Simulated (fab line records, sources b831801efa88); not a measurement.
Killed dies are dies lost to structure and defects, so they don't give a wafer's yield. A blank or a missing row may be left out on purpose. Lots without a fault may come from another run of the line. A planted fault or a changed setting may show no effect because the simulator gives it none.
fab line records | flow sky130
record lots=24 wafers=72 last_day=50
route steps=708 shown VT_ADJUST_HVTP@95 SONOS_ONO@173 POLY_GATE@205 SD_P@327 SD_N@349
lots that met no fault: from a run of the same line without faults
start_h: hours from the record's first day to the start of the lot's first wafer shown | wait_h: hours since the lot's step before | " the same as in the row above | L1.1+2: a row that stands for several wafers | - no value, or no start given | * or withheld: withheld | < > ~ a bound
route shown NAME@n: a module of which the file shows steps, and the number in the route of the first | usual: mean/standard deviation of fault-free wafers | same: alike in all rows | chamber/n: place in a boat | sites: the reading at each site | _std_site: their standard deviation | _edge_site: outer sites' mean less inner sites' | radius_mm: how far each site lies from the wafer's centre | mask NAME#n: copy n | behind: the tool/chamber that last shaped the wafer | hold: why the lot was held/for how many hours/how that ended | device: the transistor (n, p or np) that didn't switch | end of line: the same wafers' tests at the end of the route | a step without rows: its recipe alone | killed: dies lost to structure and defects at the first sort, not the wafer's yield | map: a wafer's dies, x killed, . not, _ none there
set.NAME: the setting as run; set.NAME@STEP: as run at that earlier step | model.NAME: the simulator's own value behind a step, which no gauge read
steps of the route over a sample of lots; a table a step, a row a wafer
services: from which hour (start_h, from the record's first day; less than 0 if before it) a tool's chamber was out of use, for how many hours, and why
## steps
# step SKY_VT_ADJUST_HVTP_STRIP_10
# recipe chemistry=O2/N2 power_w=1400 pressure_mtorr=1500 platen_temp_c=withheld o2_flow_sccm=3000 n2_flow_sccm=300 overash_fraction=0.5
# usual drypump_motor_current_A=5.6/0.49 oes_product_au=0.716/0.0043 strip_time_to_endpoint_s=14.17/0.036
# columns lot.wafer tool chamber start_h wait_h drypump_motor_current_A oes_product_au rf_hours_counter_h strip_time_to_endpoint_s
L074.1 plasma_asher-04 0 123.48 0.1 5.0 0.716 31 14.23
L074.2 " 1 " " 5.7 0.718 31 14.17
L074.3 " 1 " " 5.6 0.719 - 14.19
L075.3 plasma_asher-04 0 130.00 0.1 5.1 0.712 - 14.22
L075.4 " 1 " " 5.6 0.717 - 14.19
L075.5 " 1 " " 5.6 0.715 - 14.20
L076.1 plasma_asher-03 1 137.26 0.1 5.1 0.709 45 14.22
L076.2 " 0 " " 5.6 0.723 45 14.20
L076.4 " 1 " " 5.2 0.713 - 14.19
L077.4 plasma_asher-01 1 145.10 0.1 6.5 0.716 - 14.18
L077.5 " 1 " " 6.5 0.715 - 14.18
L077.6 " 0 " " 5.3 0.717 - 14.12
L078.1 plasma_asher-01 1 150.81 0.1 6.5 0.717 3 14.13
L078.2 " 0 " " 5.3 0.703 3 14.20
L078.4 " 1 " " 6.5 0.716 - 14.18
L079.2 plasma_asher-03 1 159.23 0.1 5.1 0.722 47 14.15
L079.4 " 1 " " 5.1 0.712 - 14.17
L079.6 " 1 " " 5.1 0.723 - 14.10
L080.1 plasma_asher-01 0 161.82 0.1 5.3 0.720 4 14.11
L080.3 " 1 " " 6.5 0.714 - 14.17
L080.4 " 0 " " 5.3 0.720 - 14.15
L081.2 plasma_asher-03 1 169.46 0.1 5.1 0.711 48 14.20
L081.5 " 0 " " 5.6 0.721 - 14.20
L081.6 " 1 " " 5.2 0.723 - 14.19
L082.2 plasma_asher-01 0 174.38 0.1 5.3 0.721 6 14.16
L082.3 " 1 " " 6.5 0.712 - 14.17
L082.6 " 1 " " 6.5 0.709 - 14.15
L083.1 plasma_asher-03 1 178.41 0.1 5.2 0.720 49 14.23
L083.4 " 1 " " 5.1 0.717 - 14.17
L083.5 " 1 " " 5.1 0.721 - 14.18
L084.1 plasma_asher-03 1 184.51 0.1 5.1 0.712 50 14.14
L084.4 " 1 " " 5.1 0.716 - 14.12
L084.6 " 1 " " 5.1 0.715 - 14.16
L085.1 plasma_asher-03 1 193.72 0.1 5.1 0.713 51 14.13
L085.3 " 0 " " 5.6 0.716 - 14.14
L085.6 " 1 " " 5.1 0.718 - 14.17
L086.2 plasma_asher-03 1 200.76 0.1 5.1 0.712 52 14.23
L086.5 " 0 " " 5.6 0.710 - 14.18
L086.6 " 1 " " 5.1 0.715 - 14.25
L087.2 plasma_asher-01 0 205.66 0.1 5.3 0.711 9 14.17
L087.4 " 0 " " 5.3 0.708 - 14.21
L087.5 " 0 " " 5.3 0.716 - 14.19
L088.1 plasma_asher-04 1 212.03 0.1 5.7 0.713 37 14.12
L088.3 " 1 " " 5.7 0.717 - 14.08
L088.4 " 0 " " 5.0 0.716 - 14.11
L089.2 plasma_asher-01 1 216.26 0.1 6.5 0.716 10 14.10
L089.3 " 1 " " 6.5 0.716 - 14.14
L089.4 " 0 " " 5.3 0.714 - 14.14
L090.3 plasma_asher-01 1 224.01 0.1 6.5 0.720 - 14.13
L090.5 " 0 " " 5.3 0.723 - 14.14
L090.6 " 1 " " 6.5 0.717 - 14.16
L091.2 plasma_asher-04 0 233.17 0.1 5.1 0.711 39 14.20
L091.4 " 0 " " 5.0 0.718 - 14.13
L091.5 " 1 " " 5.7 0.719 - 14.16
L092.1 plasma_asher-03 0 237.62 0.1 5.6 0.708 55 14.17
L092.2 " 1 " " 5.2 0.714 55 14.21
L092.4 " 0 " " 5.6 0.719 - 14.19
L093.2 plasma_asher-03 0 240.62 0.1 5.6 0.718 56 14.17
L093.3 " 1 " " 5.1 0.721 - 14.14
L093.5 " 0 " " 5.6 0.709 - 14.12
L094.1 plasma_asher-01 1 249.46 0.1 6.5 0.709 12 14.22
L094.2 " 0 " " 5.3 0.720 12 14.17
L094.6 " 0 " " 5.3 0.717 - 14.21
L095.1 plasma_asher-04 1 254.52 0.1 5.7 0.726 40 14.18
L095.2 " 0 " " 5.0 0.718 40 14.15
L095.3 " 1 " " 5.7 0.717 - 14.17
L096.3 plasma_asher-04 1 259.83 0.1 5.6 0.713 - 14.18
L096.4 " 0 " " 5.1 0.714 - 14.18
L096.5 " 1 " " 5.6 0.716 - 14.18
L097.3 plasma_asher-01 1 267.25 0.1 6.5 0.714 - 14.14
L097.4 " 0 " " 5.3 0.704 - 14.12
L097.5 " 0 " " 5.3 0.721 - 14.17
# step SKY_SONOS_ONO_THK_MEAS_05
# recipe reads=SiO2_of_SONOS_ONO_CVD_04
# usual SONOS_ONO_CVD_04_THK=5.77/0.13
# columns lot.wafer tool chamber start_h wait_h SONOS_ONO_CVD_04_THK[nm]
L074.1 film_metro-01 - 255.84 0.0 5.73
L074.2 " - " " 5.65
L074.3 " - " " 5.62
L075.3 film_metro-04 - 267.05 0.0 5.69
L075.4 " - " " 5.75
L075.5 " - " " 5.78
L076.1 film_metro-04 - 272.95 0.0 5.78
L076.2 " - " " 5.80
L076.4 " - " " 5.74
L077.4 film_metro-01 - 281.89 0.0 5.71
L077.5 " - " " 5.70
L077.6 " - " " 5.67
L078.1 film_metro-03 - 290.84 0.0 5.69
L078.2 " - " " 5.86
L078.4 " - " " 5.80
L079.2 film_metro-04 - 302.19 0.0 5.67
L079.4 " - " " 5.80
L079.6 " - " " 5.89
L080.1 film_metro-04 - 306.73 0.0 5.72
L080.3 " - " " 5.80
L080.4 " - " " 5.77
L081.2 film_metro-03 - 318.51 0.0 6.09
L081.5 " - " " 5.99
L081.6 " - " " 6.07
L082.2 film_metro-01 - 324.28 0.0 5.70
L082.3 " - " " 5.64
L082.6 " - " " 5.71
L083.1 film_metro-01 - 328.46 0.0 5.95
L083.4 " - " " 5.90
L083.5 " - " " 5.86
L084.1 film_metro-04 - 338.88 0.0 6.25
L084.4 " - " " 6.14
L084.6 " - " " 6.04
L085.1 film_metro-01 - 348.40 0.0 5.95
L085.3 " - " " 5.79
L085.6 " - " " 5.78
L086.2 film_metro-01 - 358.49 0.0 5.69
L086.5 " - " " 5.63
L086.6 " - " " 5.78
L087.2 film_metro-03 - 361.85 0.0 5.61
L087.4 " - " " 5.63
L087.5 " - " " 5.70
L088.1 film_metro-01 - 370.00 0.0 5.77
L088.3 " - " " 5.73
L088.4 " - " " 5.67
L089.2 film_metro-03 - 378.40 0.0 5.84
L089.3 " - " " 5.71
L089.4 " - " " 5.73
L090.3 film_metro-04 - 385.01 0.0 5.81
L090.5 " - " " 5.84
L090.6 " - " " 5.68
L091.2 film_metro-01 - 395.25 0.0 5.74
L091.4 " - " " 5.73
L091.5 " - " " 5.75
L092.1 film_metro-04 - 403.47 0.0 5.88
L092.2 " - " " 5.81
L092.4 " - " " 5.80
L093.2 film_metro-03 - 406.70 0.0 5.47
L093.3 " - " " 5.71
L093.5 " - " " 5.65
L094.1 film_metro-01 - 417.86 0.0 5.64
L094.2 " - " " 5.72
L094.6 " - " " 5.64
L095.1 film_metro-03 - 423.68 0.0 5.78
L095.2 " - " " 5.75
L095.3 " - " " 5.76
L096.3 film_metro-04 - 428.28 0.0 5.80
L096.4 " - " " 5.75
L096.5 " - " " 5.68
L097.3 film_metro-01 - 440.49 0.0 5.50
L097.4 " - " " 5.66
L097.5 " - " " 5.64
# step SKY_POLY_GATE_THK_MEAS_01
# recipe reads=poly-Si_of_POLY_GATE_CVD_00
# usual POLY_GATE_CVD_00_THK=179.6/2.1
# columns lot.wafer tool chamber start_h wait_h POLY_GATE_CVD_00_THK[nm]
L074.1 film_metro-02 - 313.46 0.0 181.3
L074.2 " - " " 182.4
L074.3 " - " " 181.4
L075.3 film_metro-04 - 325.37 0.0 179.7
L075.4 " - " " 180.3
L075.5 " - " " 179.7
L076.1 film_metro-04 - 338.56 0.0 182.2
L076.2 " - " " 182.8
L076.4 " - " " 182.9
L077.4 film_metro-04 - 340.97 0.0 179.5
L077.5 " - " " 181.1
L077.6 " - " " 179.5
L078.1 film_metro-02 - 352.60 0.0 175.1
L078.2 " - " " 174.0
L078.4 " - " " 174.7
L079.2 film_metro-04 - 363.66 0.0 176.2
L079.4 " - " " 177.1
L079.6 " - " " 176.2
L080.1 film_metro-02 - 366.68 0.0 180.1
L080.3 " - " " 178.1
L080.4 " - " " 178.8
L081.2 film_metro-01 - 379.79 0.0 178.9
L081.5 " - " " 180.4
L081.6 " - " " 180.2
L082.2 film_metro-01 - 386.73 0.0 180.3
L082.3 " - " " 181.2
L082.6 " - " " 182.2
L083.1 film_metro-04 - 392.68 0.0 178.2
L083.4 " - " " 180.5
L083.5 " - " " 179.3
L084.1 film_metro-01 - 402.72 0.0 176.9
L084.4 " - " " 178.3
L084.6 " - " " 177.6
L085.1 film_metro-02 - 411.20 0.0 179.7
L085.3 " - " " 180.0
L085.6 " - " " 180.8
L086.2 film_metro-02 - 422.70 0.0 178.6
L086.5 " - " " 178.2
L086.6 " - " " 176.7
L087.2 film_metro-01 - 427.61 0.0 179.8
L087.4 " - " " 180.6
L087.5 " - " " 181.7
L088.1 film_metro-04 - 434.50 0.0 180.2
L088.3 " - " " 178.4
L088.4 " - " " 181.5
L089.2 film_metro-02 - 445.06 0.0 181.0
L089.3 " - " " 181.1
L089.4 " - " " 179.6
L090.3 film_metro-04 - 450.41 0.0 182.1
L090.5 " - " " 181.1
L090.6 " - " " 182.2
L091.2 film_metro-01 - 462.50 0.0 181.2
L091.4 " - " " 182.0
L091.5 " - " " 179.8
L092.1 film_metro-02 - 470.59 0.0 175.5
L092.2 " - " " 177.6
L092.4 " - " " 175.3
L093.2 film_metro-04 - 473.61 0.0 181.2
L093.3 " - " " 179.5
L093.5 " - " " 180.7
L094.1 film_metro-01 - 483.31 0.0 178.5
L094.2 " - " " 179.8
L094.6 " - " " 178.3
L095.1 film_metro-02 - 489.45 0.0 181.1
L095.2 " - " " 181.8
L095.3 " - " " 180.5
L096.3 film_metro-04 - 496.27 0.0 178.1
L096.4 " - " " 176.6
L096.5 " - " " 177.2
L097.3 film_metro-04 - 508.37 0.0 183.0
L097.4 " - " " 180.1
L097.5 " - " " 180.5
# step SKY_SD_P_CD_MEAS_07
# recipe target_cd_nm=380
# usual cd_nm=380.6/2.8
# columns lot.wafer tool chamber start_h wait_h cd_nm
L074.1 cd_sem-01 - 588.36 0.1 379.2
L074.2 " - " " 381.2
L074.3 " - " " 378.4
L075.3 cd_sem-02 - 611.75 0.1 376.4
L075.4 " - " " 375.9
L075.5 " - " " 378.6
L076.1 cd_sem-01 - 615.70 0.1 377.4
L076.2 " - " " 380.9
L076.4 " - " " 377.7
L077.4 cd_sem-02 - 620.12 0.1 382.6
L077.5 " - " " 381.2
L077.6 " - " " 379.4
L078.1 cd_sem-01 - 630.85 0.1 384.9
L078.2 " - " " 384.1
L078.4 " - " " 383.8
L079.2 cd_sem-01 - 641.88 0.1 383.7
L079.4 " - " " 383.2
L079.6 " - " " 383.9
L080.1 cd_sem-01 - 643.71 0.1 379.2
L080.3 " - " " 379.9
L080.4 " - " " 375.8
L081.2 cd_sem-01 - 656.94 0.1 381.4
L081.5 " - " " 380.3
L081.6 " - " " 382.1
L082.2 cd_sem-02 - 669.12 0.1 379.0
L082.3 " - " " 378.0
L082.6 " - " " 379.8
L083.1 cd_sem-01 - 670.61 0.1 374.7
L083.4 " - " " 379.7
L083.5 " - " " 374.8
L084.1 cd_sem-01 - 679.30 0.1 382.3
L084.4 " - " " 385.0
L084.6 " - " " 380.0
L085.1 cd_sem-01 - 689.67 0.1 379.9
L085.3 " - " " 377.8
L085.6 " - " " 376.9
L086.2 cd_sem-01 - 697.52 0.1 382.4
L086.5 " - " " 380.1
L086.6 " - " " 382.2
L087.2 cd_sem-02 - 703.48 0.1 382.1
L087.4 " - " " 384.5
L087.5 " - " " 384.9
L088.1 cd_sem-01 - 710.25 0.1 381.0
L088.3 " - " " 381.3
L088.4 " - " " 379.3
L089.2 cd_sem-01 - 723.83 0.1 378.6
L089.3 " - " " 381.4
L089.4 " - " " 381.2
L090.3 cd_sem-01 - 727.14 0.1 385.0
L090.5 " - " " 383.9
L090.6 " - " " 384.1
L091.2 cd_sem-01 - 734.52 0.1 377.6
L091.4 " - " " 379.0
L091.5 " - " " 376.0
L092.1 cd_sem-01 - 738.92 0.1 378.3
L092.2 " - " " 378.9
L092.4 " - " " 378.1
L093.2 cd_sem-02 - 743.37 0.1 378.8
L093.3 " - " " 381.1
L093.5 " - " " 380.3
L094.1 cd_sem-01 - 751.12 0.1 383.1
L094.2 " - " " 379.5
L094.6 " - " " 380.5
L095.1 cd_sem-01 - 757.70 0.1 383.7
L095.2 " - " " 383.2
L095.3 " - " " 380.5
L096.3 cd_sem-01 - 764.34 0.1 381.2
L096.4 " - " " 381.0
L096.5 " - " " 384.9
L097.3 cd_sem-02 - 773.50 0.1 381.9
L097.4 " - " " 385.1
L097.5 " - " " 384.5
# step SKY_SD_N_CD_MEAS_07
# recipe target_cd_nm=380
# usual cd_nm=380.8/2.3
# columns lot.wafer tool chamber start_h wait_h cd_nm
L074.1 cd_sem-01 - 647.52 0.1 382.1
L074.2 " - " " 381.6
L074.3 " - " " 381.5
L075.3 cd_sem-02 - 669.87 0.2 382.1
L075.4 " - " " 380.6
L075.5 " - " " 382.4
L076.1 cd_sem-02 - 674.65 0.1 378.7
L076.2 " - " " 379.7
L076.4 " - " " 378.6
L077.4 cd_sem-02 - 677.38 0.1 382.9
L077.5 " - " " 385.4
L077.6 " - " " 380.8
L078.1 cd_sem-01 - 687.22 0.1 381.1
L078.2 " - " " 381.9
L078.4 " - " " 378.5
L079.2 cd_sem-02 - 698.12 0.1 380.8
L079.4 " - " " 383.2
L079.6 " - " " 383.0
L080.1 cd_sem-01 - 700.66 0.1 379.5
L080.3 " - " " 379.4
L080.4 " - " " 379.8
L081.2 cd_sem-01 - 712.94 0.1 383.6
L081.5 " - " " 384.1
L081.6 " - " " 382.7
L082.2 cd_sem-02 - 725.03 0.1 381.1
L082.3 " - " " 381.0
L082.6 " - " " 381.6
L083.1 cd_sem-02 - 726.20 0.1 381.1
L083.4 " - " " 382.8
L083.5 " - " " 380.7
L084.1 cd_sem-02 - 735.15 0.1 380.8
L084.4 " - " " 380.5
L084.6 " - " " 379.1
L085.1 cd_sem-02 - 745.01 0.1 378.9
L085.3 " - " " 378.4
L085.6 " - " " 376.7
L086.2 cd_sem-01 - 752.84 0.1 382.2
L086.5 " - " " 380.9
L086.6 " - " " 381.6
L087.2 cd_sem-02 - 758.02 0.1 382.9
L087.4 " - " " 380.6
L087.5 " - " " 378.3
L088.1 cd_sem-01 - 765.50 0.1 379.9
L088.3 " - " " 378.4
L088.4 " - " " 381.3
L089.2 cd_sem-01 - 777.94 0.1 385.9
L089.3 " - " " 383.2
L089.4 " - " " 385.2
L090.3 cd_sem-01 - 781.51 0.1 381.3
L090.5 " - " " 383.3
L090.6 " - " " 383.3
L091.2 cd_sem-02 - 788.09 0.1 384.5
L091.4 " - " " 382.6
L091.5 " - " " 381.1
L092.1 cd_sem-02 - 792.50 0.1 383.2
L092.2 " - " " 384.2
L092.4 " - " " 380.4
L093.2 cd_sem-01 - 797.24 0.1 375.8
L093.3 " - " " 375.1
L093.5 " - " " 377.8
L094.1 cd_sem-01 - 804.27 0.1 376.8
L094.2 " - " " 378.2
L094.6 " - " " 377.3
L095.1 cd_sem-02 - 810.94 0.2 381.7
L095.2 " - " " 381.1
L095.3 " - " " 381.7
L096.3 cd_sem-02 - 816.95 0.1 380.0
L096.4 " - " " 378.4
L096.5 " - " " 382.2
L097.3 cd_sem-01 - 825.49 0.1 377.4
L097.4 " - " " 378.4
L097.5 " - " " 378.9
# step SKY_SD_N_RS_MEAS_17
# recipe thk_meas_gauge=four-point-probe
# usual SD_P_RS=146.7/0.38
# columns lot.wafer tool chamber start_h wait_h SD_P_RS[ohm/sq]
L074.1 film_metro-04 - 648.48 0.1 147.0
L074.2 " - " " 146.4
L074.3 " - " " 146.6
L075.3 film_metro-04 - 670.84 0.1 146.7
L075.4 " - " " 146.8
L075.5 " - " " 146.9
L076.1 film_metro-02 - 675.61 0.1 146.4
L076.2 " - " " 146.7
L076.4 " - " " 146.9
L077.4 film_metro-01 - 678.34 0.1 147.1
L077.5 " - " " 147.0
L077.6 " - " " 147.2
L078.1 film_metro-02 - 688.18 0.1 147.2
L078.2 " - " " 146.7
L078.4 " - " " 147.0
L079.2 film_metro-02 - 699.09 0.1 146.1
L079.4 " - " " 145.8
L079.6 " - " " 146.4
L080.1 film_metro-04 - 701.63 0.1 147.0
L080.3 " - " " 147.0
L080.4 " - " " 147.2
L081.2 film_metro-01 - 713.91 0.1 146.9
L081.5 " - " " 147.4
L081.6 " - " " 147.4
L082.2 film_metro-02 - 726.00 0.1 146.7
L082.3 " - " " 146.9
L082.6 " - " " 146.8
L083.1 film_metro-04 - 727.17 0.1 146.2
L083.4 " - " " 146.2
L083.5 " - " " 146.6
L084.1 film_metro-04 - 736.11 0.1 147.3
L084.4 " - " " 147.1
L084.6 " - " " 147.0
L085.1 film_metro-04 - 745.97 0.1 147.0
L085.3 " - " " 147.3
L085.6 " - " " 147.2
L086.2 film_metro-02 - 753.80 0.1 146.9
L086.5 " - " " 146.6
L086.6 " - " " 146.8
L087.2 film_metro-04 - 758.98 0.1 146.7
L087.4 " - " " 146.9
L087.5 " - " " 146.8
L088.1 film_metro-01 - 766.46 0.1 146.7
L088.3 " - " " 146.6
L088.4 " - " " 146.6
L089.2 film_metro-01 - 778.90 0.1 146.7
L089.3 " - " " 147.2
L089.4 " - " " 146.5
L090.3 film_metro-02 - 782.47 0.1 147.0
L090.5 " - " " 147.3
L090.6 " - " " 146.8
L091.2 film_metro-04 - 789.05 0.1 146.5
L091.4 " - " " 147.5
L091.5 " - " " 147.1
L092.1 film_metro-01 - 793.47 0.1 146.2
L092.2 " - " " 146.6
L092.4 " - " " 146.6
L093.2 film_metro-01 - 798.20 0.1 146.7
L093.3 " - " " 146.9
L093.5 " - " " 146.6
L094.1 film_metro-02 - 805.23 0.1 146.1
L094.2 " - " " 146.3
L094.6 " - " " 145.7
L095.1 film_metro-04 - 811.90 0.1 146.0
L095.2 " - " " 146.5
L095.3 " - " " 146.7
L096.3 film_metro-04 - 817.91 0.1 147.0
L096.4 " - " " 146.5
L096.5 " - " " 146.6
L097.3 film_metro-02 - 826.45 0.1 146.4
L097.4 " - " " 147.0
L097.5 " - " " 147.3
## services
# columns tool chamber start_h hours kind
plasma_asher-01 - 108.75 9.0 pm
plasma_asher-01 0 108.75 9.0 vent_cycle
plasma_asher-01 1 108.75 9.0 vent_cycle
plasma_asher-01 0 117.75 - clean
plasma_asher-01 1 117.75 - clean
plasma_asher-04 - 163.58 28.1 pm
plasma_asher-03 - 188.70 0.5 repair
plasma_asher-03 - 197.39 1.3 repair
plasma_asher-03 - 227.62 7.7 repair
plasma_asher-01 - 233.73 14.6 pm
plasma_asher-04 - 235.30 14.6 pm
## key
fault none
